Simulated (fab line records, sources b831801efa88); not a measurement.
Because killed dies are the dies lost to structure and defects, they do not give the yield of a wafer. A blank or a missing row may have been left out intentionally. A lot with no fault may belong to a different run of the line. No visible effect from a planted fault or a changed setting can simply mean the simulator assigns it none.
Matching of chambers || flow sky130 || SKY_LI_CONTACT_CMP_02 on cmp-02 has 4 sister chambers
The step polishes PSG. 4 wafers are shown with their chamber, then 8 later ones without.

## WAFERS PAIRED WITH THEIR CHAMBERS
{"wafer": "L848.1", "chamber": 1, "motor current A (A)": 13.2}
{"wafer": "L849.1", "chamber": 3, "motor current A (A)": 10.8}
{"wafer": "L849.3", "chamber": 0, "motor current A (A)": 13.0}
{"wafer": "L849.6", "chamber": 2, "motor current A (A)": 12.1}

## WAFERS WITHOUT THEIR CHAMBER
{"wafer": "L850.2", "motor current A (A)": 13.1}
{"wafer": "L850.4", "motor current A (A)": 13.1}
{"wafer": "L850.6", "motor current A (A)": 13.0}
{"wafer": "L854.2", "motor current A (A)": 11.8}
{"wafer": "L854.6", "motor current A (A)": 13.6}
{"wafer": "L863.2", "motor current A (A)": 10.4}
{"wafer": "L863.5", "motor current A (A)": 11.6}
{"wafer": "L863.6", "motor current A (A)": 12.9}

## WHICH CHAMBER EACH WENT THROUGH
{"wafer": "L850.2", "from the rows above": "can't be placed: 0 or 1", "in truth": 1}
{"wafer": "L850.4", "from the rows above": "can't be placed: 0 or 1", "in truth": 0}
{"wafer": "L850.6", "from the rows above": "can't be placed: 0 or 1", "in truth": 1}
{"wafer": "L854.2", "from the rows above": 2, "in truth": 2}
{"wafer": "L854.6", "from the rows above": "can't be placed: 1 or 0", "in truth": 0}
{"wafer": "L863.2", "from the rows above": 3, "in truth": 3}
{"wafer": "L863.5", "from the rows above": "can't be placed: 2 or 3", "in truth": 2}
{"wafer": "L863.6", "from the rows above": "can't be placed: 0 or 1", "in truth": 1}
2 of 8 placed correctly. Not placeable from these rows: 6 (in 6, the candidates include the true chamber). 0 placed wrongly.
How it was worked out, from the rows above alone: a wafer's distance from a chamber is the root of the sum, over the readings, of the square of ((its reading less the chamber's mean) divided by the reading's scatter). The wafer belongs to the nearest chamber; if the next one is less than 2 further off, it can't be placed. Each chamber's mean is taken over the wafers shown for it. The scatter: root of mean squared gap, hidden wafer to nearest shown wafer, with one shown wafer a chamber.
